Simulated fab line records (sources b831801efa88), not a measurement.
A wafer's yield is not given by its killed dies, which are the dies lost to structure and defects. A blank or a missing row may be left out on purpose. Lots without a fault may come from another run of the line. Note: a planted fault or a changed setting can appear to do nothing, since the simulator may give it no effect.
Chamber matching | flow gf180mcu | GF_V2_CVD_02 on pecvd-04 has 3 sister chambers
The step deposits SiO2 from TEOS, target thk 850 nm, time 94.851 s. 3 wafers are shown with their chamber, then 7 later ones without.

## WAFERS PAIRED WITH THEIR CHAMBERS
wafer  | chamber | heater power w (W)
L379.2 | 0       | 526
L380.2 | 2       | 583
L380.4 | 1       | 693

## WAFERS MISSING THEIR CHAMBER
wafer  | heater power w (W)
L380.6 | 620
L384.2 | 599
L384.3 | 553
L384.5 | 569
L387.1 | 582
L387.2 | 584
L387.4 | 614

## CHAMBER TAKEN BY EACH
wafer  | from the rows above     | in truth
L380.6 | can't be placed: 2 or 1 | 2
L384.2 | 2                       | 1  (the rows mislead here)
L384.3 | can't be placed: 0 or 2 | 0
L384.5 | can't be placed: 2 or 0 | 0
L387.1 | 2                       | 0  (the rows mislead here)
L387.2 | 2                       | 2
L387.4 | 2                       | 2
Placed correctly: 2 of 7. Not placeable from these rows: 3 (in 3, the candidates include the true chamber). Number placed wrongly: 2.
How it was worked out, from the rows above alone: a wafer's distance from a chamber is the root of the sum, over the readings, of the square of ((its reading less the chamber's mean) divided by the reading's scatter). The wafer belongs to the nearest chamber; if the next one is less than 2 further off, it can't be placed. The mean given for a chamber averages the wafers shown for that chamber. The scatter: with one shown wafer a chamber, the root of the mean of the squares of how far each hidden wafer lies from its nearest shown one.
